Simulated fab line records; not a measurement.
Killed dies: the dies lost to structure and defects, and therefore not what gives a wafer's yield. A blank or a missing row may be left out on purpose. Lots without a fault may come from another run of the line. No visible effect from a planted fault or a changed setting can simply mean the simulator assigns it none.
Struck lot and sound lot, side by side	flow sky130	43 out of 708 route steps
Sound: these wafers, L407.1, L407.3, L407.5. Struck: wafers L422.3, L422.4, L422.5. The cause is named last.
Order at every step that has rows: each side's tool, ch and its chambers, its first start. Under that, the readings that differ: sound wafers	struck wafers	difference of the means	sigmas: that difference in standard deviations of wafers without a fault.
alike: same words and numbers on both sides, and readings whose means sit less than 2 such deviations apart. not compared: any withheld reading, any reading some wafer has no value for, any bound like >300 that may hide the same value, and any number with overlapping values for which the record gives no deviation.
The two part at a step that has a row with sigmas, a row that says differs or no value, or rows on one side only. Numbers that don't overlap but have no deviation are shown without sigmas and don't part them. A reading missing from all wafers of one side parts the sides only when that side holds two or more wafers.

first, 6 steps without rows for these wafers: SKY_SONOS_TUNNEL_HMDS_01 (prime time 60 s); SKY_SONOS_TUNNEL_COAT_02 (resist thk 1140 nm); SKY_SONOS_TUNNEL_SOFTBAKE_03 (time 60 s); SKY_SONOS_TUNNEL_EXPOSE_04 (exposes mask TUNM, target cd 410 nm); SKY_SONOS_TUNNEL_PEB_05; SKY_SONOS_TUNNEL_DEVELOP_06 (develop time 60 s).
SKY_SONOS_TUNNEL_CD_MEAS_07: the cd target is 410 nm.
  sound: cd-sem-02 at day 11 20:22; struck: cd-sem-01 at day 16 18:54
  alike: cd-nm
SKY_SONOS_TUNNEL_OVL_MEAS_08:
  sound: overlay-01 at day 11 20:29; struck: overlay-02 at day 16 19:00
  alike: SONOS_TUNNEL_OVL
then, 3 steps without rows for these wafers: SKY_SONOS_TUNNEL_IMPLANT_09; SKY_SONOS_TUNNEL_WET_ETCH_10 (etches SiO2 in dHF, target depth 14 nm, time 280 s); SKY_SONOS_TUNNEL_STRIP_11 (strips in SPM, time 600 s).
SKY_SONOS_TUNNEL_TW_MEAS_12:
  sound: film-metro-04 at day 11 20:56; struck: film-metro-03 at day 16 19:27
  alike: SONOS_TUNNEL_TW
SKY_SONOS_TUNNEL_CLEAN_13: cleans in dHF, time 20 s.
  sound on wet-bench-02 ch 3, day 11 21:00; struck on wet-bench-04 ch 2, day 16 19:29
then, 1 step without rows for these wafers: SKY_SONOS_ONO_OXIDATION_00 (stabilise 600 s, purge 300 s, target thk 2.6 nm).
SKY_SONOS_ONO_THK_MEAS_01:
  sound: film-metro-04 at day 11 23:15; struck: film-metro-03 at day 16 20:52
  alike: SONOS_ONO_OXIDATION_THK
then, 1 step without rows for these wafers: SKY_SONOS_ONO_CVD_02 (deposits Si3N4 from DCS/NH3, target thk 10.5 nm, time 180 s).
SKY_SONOS_ONO_THK_MEAS_03:
  sound: film-metro-04 at day 12 01:28; struck: film-metro-02 at day 16 22:13
  alike: SONOS_ONO_CVD_02_THK
then, 1 step without rows for these wafers: SKY_SONOS_ONO_CVD_04 (deposits SiO2 from SiH4/N2O, target thk 5.7199 nm).
SKY_SONOS_ONO_THK_MEAS_05:
  sound: film-metro-03 at day 12 02:46; struck: film-metro-03 at day 16 23:32
  alike: SONOS_ONO_CVD_04_THK
then, 7 steps without rows for these wafers: SKY_SONOS_ONO_DEHYDRATE_06 (time 60 s); SKY_SONOS_ONO_HMDS_07 (prime time 60 s); SKY_SONOS_ONO_COAT_08 (resist thk 1140 nm); SKY_SONOS_ONO_SOFTBAKE_09 (time 60 s); SKY_SONOS_ONO_EXPOSE_10 (exposes mask ONOM, target cd 410 nm); SKY_SONOS_ONO_PEB_11; SKY_SONOS_ONO_DEVELOP_12 (develop time 60 s).
SKY_SONOS_ONO_CD_MEAS_13: the cd target is 410 nm.
  sound: cd-sem-02 at day 13 03:42; struck: cd-sem-01 at day 18 04:48
  alike: cd-nm
SKY_SONOS_ONO_OVL_MEAS_14:
  sound: overlay-01 at day 13 03:49; struck: overlay-02 at day 18 04:54
  alike: SONOS_ONO_OVL
SKY_SONOS_ONO_ETCH_15: etches the open film in CHF3/O2, target depth 19.52 nm, time 7.8 s.
  sound on rie-diel-01 ch 0,2,3, day 13 03:52; struck on rie-diel-04 ch 0,3, day 18 04:55
  alike: drypump-motor-current-A, oes-product-au, throttle-valve-pct
  not compared: rf-hours-counter-h
then, 1 step without rows for these wafers: SKY_SONOS_ONO_WET_ETCH_16 (etches SiO2 in dHF, target depth 14 nm, time 280 s).
SKY_SONOS_ONO_STRIP_17: strips in O2/N2.
  sound on plasma-asher-04 ch 0,1, day 13 03:58; struck on plasma-asher-04 ch 0,1, day 18 05:04
  alike: drypump-motor-current-A, oes-product-au, strip-time-to-endpoint-s
  not compared: rf-hours-counter-h
then, 3 steps without rows for these wafers: SKY_SONOS_ONO_WET_ETCH_18 (etches Si3N4 in H3PO4, target depth 15 nm, time 172 s); SKY_GATE_OXIDE_CLEAN_00 (cleans in SC1/SC2, time 150 s); SKY_GATE_OXIDE_OXIDATION_01 (stabilise 600 s, purge 300 s, target thk 10.268 nm).
SKY_GATE_OXIDE_THK_MEAS_02:
  sound: film-metro-04 at day 13 06:23; struck: film-metro-01 at day 18 07:40
reading	sound	struck	difference	sigmas
GATE_OXIDE_OXIDATION_00_THK (nm)	10.63 10.52 10.76	10.23 10.05 10.14	-0.50	-2
then, 7 steps without rows for these wafers: SKY_GATE_OXIDE_DEHYDRATE_03 (time 60 s); SKY_GATE_OXIDE_HMDS_04 (prime time 60 s); SKY_GATE_OXIDE_COAT_05 (resist thk 1140 nm); SKY_GATE_OXIDE_SOFTBAKE_06 (time 60 s); SKY_GATE_OXIDE_EXPOSE_07 (exposes mask LVOM, target cd 600 nm); SKY_GATE_OXIDE_PEB_08; SKY_GATE_OXIDE_DEVELOP_09 (develop time 60 s).
-- record jumps: 32 days separate the struck wafers' starts on either side; left off in module GATE_OXIDE, taken up again in module PAD_OPEN, whose first shown step is the route's number 708 --
SKY_PAD_OPEN_PROBE_99:
  record: rows for the struck wafers here (prober-01, day 49 22:11), none for the sound ones

## WHERE THEY PART
At SKY_GATE_OXIDE_THK_MEAS_02 first; at SKY_PAD_OPEN_PROBE_99 last (within this record only).

WHY: what the simulator had put in
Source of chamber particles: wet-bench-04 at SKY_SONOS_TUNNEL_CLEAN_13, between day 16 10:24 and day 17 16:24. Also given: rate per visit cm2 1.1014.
